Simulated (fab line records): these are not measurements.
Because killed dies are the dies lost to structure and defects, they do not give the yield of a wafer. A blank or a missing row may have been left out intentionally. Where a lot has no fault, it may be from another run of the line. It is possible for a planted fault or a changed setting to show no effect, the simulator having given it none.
Problem report in the 8D (eight disciplines) form, filled by code ; flow gf180mcu ; the parts of the form that need people (team, actions taken, sign-off) are left out

## 1. PROBLEM STATEMENT
On 2 wafers of 1 lot, oes-product-au at GF_MIM_METAL_ETCH_19 has a mean of 0.984 a.u.; fault-free wafers read 0.943 a.u., standard deviation 0.0067. That is +6.0 standard deviations from the usual mean.
The step: etches the open film in Cl2/BCl3, stops on Si3N4, target depth 324.5 nm, time 54.1 s.
Earliest sighting: wafer L755.1 on rie-metal-02 at day 28 17:20. The record holds 33 wafers of 11 lots with a number at this step. Rule for "out", or "out of limits": more than 4 standard deviations from the usual mean. The other wafers with a number count as sound.

## 2. WHAT IT IS; WHAT IT IS NOT
question;is;is not
which readings at this step;oes-product-au;drypump-motor-current-A
which lots;L755;L745, L749, L754, L758, L761, L762, L763, L764, L765, L768
which wafers of those lots;L755.1, L755.3;L755.6
read on which tools;rie-metal-02;rie-metal-03, rie-metal-04
when;from day 28 17:20;"up to then (10 sound wafers); but 21 sound wafers of L758, L761, L762, L763, L764, L765, L768 came after"

## 3. SUSPECTS, AND WHAT RULES EACH OUT
Counting: any tool at a process step up to the reading remains a suspect provided it ran every lot that is out. Sound lots after the first of them don't rule it out here, since some wafers of a struck lot are sound.
- pvd-sputter-04 at GF_V4_SPUTTER_21 (material Ti, target thk 15 nm, time 80.02 s): kept. The lot that is out, L755, ran on it at day 27 20:58; the last sound lot it ran before that was L745, at day 24 07:52.
- cmp-02 at GF_V4_CMP_26 (polishes, stops on SiO2, t overpolish 15 s, target thk 0 nm): kept. It ran the lot that is out, L755 (day 27 21:21).
- pecvd-03 at GF_MIM_CVD_05 (deposits Si3N4, target thk 42 nm, time 29.086 s): kept. The lot that is out, L755, ran on it at day 27 21:53; the last sound lot it ran before that was L745, at day 24 08:48.
- pvd-sputter-02 at GF_MIM_SPUTTER_09 (material TiN, target thk 35 nm, time 29.2 s): kept. The lot that is out, L755, ran on it at day 27 22:03; the last sound lot it ran before that was L749, at day 26 00:32.
- rie-metal-02 at GF_MIM_METAL_ETCH_19 (etches the open film in Cl2/BCl3, stops on Si3N4, target depth 324.5 nm, time 54.1 s): kept. The lot that is out, L755, ran on it at day 28 17:20; the last sound lot it ran before that was L754, at day 28 11:44. Its own readings are out on those wafers: oes-product-au.
Left after counting: pvd-sputter-04 at GF_V4_SPUTTER_21, cmp-02 at GF_V4_CMP_26, pecvd-03 at GF_MIM_CVD_05, pvd-sputter-02 at GF_MIM_SPUTTER_09, rie-metal-02 at GF_MIM_METAL_ETCH_19.

## 4. THE CAUSE (what the simulator had put in)
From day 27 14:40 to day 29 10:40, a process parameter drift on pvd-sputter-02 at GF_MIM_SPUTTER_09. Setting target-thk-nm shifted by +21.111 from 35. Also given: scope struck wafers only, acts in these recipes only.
Counting left 5 suspects, and this tool is among them.

## 5. SEQUENCE OF EFFECTS, ordered by route
Each row: a reading whose mean over the struck wafers that have a number lies more than 3 standard deviations from the usual. Readings are gone through only where the record gives a usual standard deviation; hours: the median, over the lots, of the time from a lot's start at the first step in this table giving one to that lot's start at this step; sigmas: the change measured in usual standard deviations.
hours;step;reading;usual;on struck wafers;change;sigmas
0;GF_MIM_THK_MEAS_11;MIM_ALCU_THK;200.9 nm;191.8;-9.1;-3.2
19;GF_MIM_METAL_ETCH_19;oes-product-au;0.943 a.u.;0.984;+0.041;+6.0
19;GF_MIM_METAL_ETCH_19;throttle-valve-pct;28.282 %;28.238;-0.044;-3.7
The process steps in it:
- GF_MIM_METAL_ETCH_19: etches the open film in Cl2/BCl3, stops on Si3N4, target depth 324.5 nm, time 54.1 s.

## 6. HOW IT WOULD HAVE BEEN CAUGHT EARLIER
In this record no reading fell out of limits until day 28 17:20, 27 hours after the fault had begun at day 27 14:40.
Of the tool readings at GF_MIM_SPUTTER_09 for which the record gives a usual standard deviation, none was out on any struck wafer, so an alarm limit of 4 standard deviations on them would not have fired.
By day 28 17:20, every lot that is out (1) had started GF_MIM_SPUTTER_09 on pvd-sputter-02. Tool hold at that time: it would have spared none of them.
